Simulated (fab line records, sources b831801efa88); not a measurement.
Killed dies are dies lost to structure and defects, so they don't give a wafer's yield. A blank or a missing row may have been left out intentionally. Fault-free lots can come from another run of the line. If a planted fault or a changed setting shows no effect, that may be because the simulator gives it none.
Which tool was responsible? -- flow gf180mcu -- at 1 step of a route of 602, 12 lots with 36 wafers sampled

## WHAT THE GAUGES READ, wafer by wafer
GF_M4_THK_MEAS_06: measures by xrf.
lot,measured,on,M4_ALCU_THK (nm)
L075,day 22 21:14,filmMetro-04,466 475 465
L077,day 23 21:04,filmMetro-03,471 475 474
L079,day 24 08:44,filmMetro-03,464 468 471
L081,day 25 02:53,filmMetro-03,467 460 465
L083,day 25 21:35,filmMetro-04,471 462 470
L085,day 26 15:47,filmMetro-01,463 459 458
L087,day 27 03:52,filmMetro-01,467 467 466
L089,day 27 15:47,filmMetro-01,473 477 476
L091,day 28 05:59,filmMetro-01,464 468 462
L093,day 28 21:35,filmMetro-01,469 464 467
L095,day 29 13:58,filmMetro-04,461 467 458
L097,day 29 19:32,filmMetro-04,471 465 469

## EACH LOT AND THE TOOL THAT RAN IT (in order: tool; ch and the chambers of the sampled wafers; start)
Before these readings, the record contains no process step.

## THE ANSWER, worked out from the rows above alone
Rule: the lots themselves supply what counts as usual. Put in order of their means at a reading, lots are off if they are a third of the lots or fewer, leave a main group of 4 or more, and stand apart from it by a gap of 3 or more times the standard deviation of the main group's means; of several such gaps the widest counts. If all means in a main group match to the digits the tables above print for the reading, that group is not used. A lot without any number at a reading at which 4 lots or more have one is off too. Any other lot the step has rows for is counted as sound.
No lot is off at any reading shown: from this, nothing can be told.

## WHAT WAS PUT IN BY THE SIMULATOR
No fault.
